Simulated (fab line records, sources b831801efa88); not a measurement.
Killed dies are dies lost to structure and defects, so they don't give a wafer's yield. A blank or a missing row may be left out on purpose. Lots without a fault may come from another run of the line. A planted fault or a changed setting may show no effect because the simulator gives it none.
Chamber matching | flow gf180mcu | GF_V2_CMP_04 on cmp-01: 4 sister chambers
The step polishes SiO2. 7 wafers are shown with their chamber, then 8 later ones without.

WAFERS WITH THEIR CHAMBER
wafer  | chamber | motor_current_A (A) | time_to_endpoint_s (s)
L574.1 | 2       | 12.1                | 67
L574.2 | 1       | 12.4                | 75
L574.6 | 3       | 16.8                | 81
L577.3 | 0       | 11.7                | 71
L577.5 | 0       | 12.1                | 80
L577.6 | 3       | 16.4                | 78
L580.1 | 1       | 12.3                | 81

WAFERS WITHOUT THEIR CHAMBER
wafer  | motor_current_A (A) | time_to_endpoint_s (s)
L580.2 | 12.0                | 78
L580.3 | 12.0                | 73
L581.3 | 16.5                | 77
L581.4 | 12.1                | 66
L581.6 | 10.7                | 71
L582.1 | 12.2                | 60
L582.4 | 12.5                | 75
L582.6 | 16.4                | 87

WHICH CHAMBER EACH WENT THROUGH
wafer  | from the rows above          | in truth
L580.2 | can't be placed: 0 or 1 or 2 | 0
L580.3 | can't be placed: 0 or 2 or 1 | 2
L581.3 | 3                            | 3
L581.4 | 2                            | 2
L581.6 | can't be placed: 0 or 2 or 1 | 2
L582.1 | 2                            | 2
L582.4 | can't be placed: 1 or 2 or 0 | 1
L582.6 | 3                            | 3
Placed correctly: 4 of 8. Can't be placed from these rows: 4 (the true chamber is among the candidates in 4). Placed wrongly: 0.
How it was worked out, from the rows above alone: a wafer's distance from a chamber is the root of the sum, over the readings, of the square of ((its reading less the chamber's mean) divided by the reading's scatter). The wafer belongs to the nearest chamber; if the next one is less than 2 further off, it can't be placed. A chamber's mean is the mean of its shown wafers. The scatter: the root of (the sum of the squares of (reading less its chamber's mean) over the shown wafers, divided by (wafers less chambers)).
